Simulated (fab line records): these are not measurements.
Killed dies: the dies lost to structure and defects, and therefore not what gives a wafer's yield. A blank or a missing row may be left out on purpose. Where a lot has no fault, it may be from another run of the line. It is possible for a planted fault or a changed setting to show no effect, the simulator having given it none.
A lot that was struck, set against a sound lot    flow sfqLine    14 steps out of a route of 325
Sound: these wafers, L202.1, L202.4, L202.5. Struck: wafers L221.2, L221.3. (L221.4 of the same lot was not struck and is left out.) The cause comes at the end.
Each step with rows lists, per side, the tool, then ch with its chambers, then its first start. Under that, the readings that differ: sound wafers    struck wafers    difference of the means    sigmas: that difference in standard deviations of wafers without a fault.
alike: a reading whose means differ by less than 2 such deviations, as well as words and numbers matching on both sides. not compared: withheld readings; readings where some wafer has no value; bounds like >300 that might hide an equal value; numbers whose values overlap and for which the record gives no deviation.
Wherever a step has rows on one side only, a row that says differs or no value, or a row with sigmas, the two part there. When numbers do not overlap yet have no deviation, they are printed without sigmas and do not part them. Lack of a reading on every wafer of one side parts them only where that side has two or more wafers.

SFQ_TRILAYER_JJ_CE_BARC_OPEN_RIE_150: chemistry O2, target BARC, target depth 240 nm, time 80 s.
  sound on rieMetal-01 ch 0,1, day 65 18:10; struck on rieMetal-04 ch 0, day 72 07:38
reading                       sound              struck         difference  sigmas
chamberPressureMTorr (mTorr)  9.998 9.996 9.991  10.009 10.016  +0.018      +2
  alike: drypumpMotorCurrentA, oesProductAu
  not compared: rfHoursCounterH
SFQ_TRILAYER_JJ_CE_ETCH_RIE_118: chemistry SF6, target Nb, stops on Al2O3, time 97.7 s, target depth 170 nm.
  sound on rieMetal-01 ch 0,1, day 65 18:16; struck on rieMetal-04 ch 0, day 72 07:44
  alike: chamberPressureMTorr, drypumpMotorCurrentA, oesProductAu
  not compared: rfHoursCounterH
next, for these wafers, 1 step has no rows: SFQ_TRILAYER_JJ_ANODIZE_ANODIZE_119.
SFQ_TRILAYER_JJ_CE_STRIP_STRIP_120: strips in O2.
  sound on rieMetal-03 ch 0, day 65 19:22; struck on rieMetal-03 ch 0,1, day 72 08:20
reading                       sound              struck       difference  sigmas
chamberPressureMTorr (mTorr)  50.00 50.03 50.04  49.99 49.86  -0.10       -2
  alike: drypumpMotorCurrentA, oesProductAu, platenTempC
  not compared: rfHoursCounterH
then, 7 steps without rows for these wafers: SFQ_TRILAYER_JJ_CE_STRIP_SOLV_CLEAN_121 (cleans in NMP, time 600 s); SFQ_TRILAYER_M5_LITHO_COAT_128 (resist thk 62 nm); SFQ_TRILAYER_M5_LITHO_COAT_123 (resist thk 600 nm); SFQ_TRILAYER_M5_LITHO_SOFTBAKE_127; SFQ_TRILAYER_M5_LITHO_EXPOSE_124 (exposes mask M5, target cd 700 nm); SFQ_TRILAYER_M5_LITHO_PEB_126 (peb time 60 s); SFQ_TRILAYER_M5_LITHO_DEVELOP_125 (time 60 s).
-- the record jumps here: 5 days lie between the struck wafers' starts before and after --
SFQ_M5_OVL_MEAS_932:
  sound on overlay-02 at day 70 22:55; struck on overlay-02 at day 77 09:34
  alike: M5_OVL
SFQ_TRILAYER_M5_BARC_OPEN_METAL_ETCH_161: etches BARC in O2, target depth 125 nm, time 41.7 s.
  sound on rieMetal-03 ch 0, day 70 22:57; struck on rieMetal-03 ch 1, day 77 09:36
reading                       sound                struck       difference  sigmas
chamberPressureMTorr (mTorr)  10.006 10.009 9.999  8.007 8.009  -1.997      -99 or more
  alike: drypumpMotorCurrentA, oesProductAu
  not compared: rfHoursCounterH
SFQ_TRILAYER_M5_ETCH_METAL_ETCH_126: etches Nb in Cl2/BCl3, stops on SiO2, time 203.2 s, target depth 265 nm.
  sound on rieMetal-03 ch 0, day 70 23:01; struck on rieMetal-03 ch 1, day 77 09:40
  alike: chamberPressureMTorr, drypumpMotorCurrentA, oesProductAu
  not compared: rfHoursCounterH

== WHERE THEY PART ==
Last at SFQ_TRILAYER_M5_BARC_OPEN_METAL_ETCH_161 as far as this record goes, first at SFQ_TRILAYER_JJ_CE_BARC_OPEN_RIE_150. Later steps at which nothing parts them and some readings are alike: SFQ_TRILAYER_M5_ETCH_METAL_ETCH_126.

WHY: what had been put in by the simulator
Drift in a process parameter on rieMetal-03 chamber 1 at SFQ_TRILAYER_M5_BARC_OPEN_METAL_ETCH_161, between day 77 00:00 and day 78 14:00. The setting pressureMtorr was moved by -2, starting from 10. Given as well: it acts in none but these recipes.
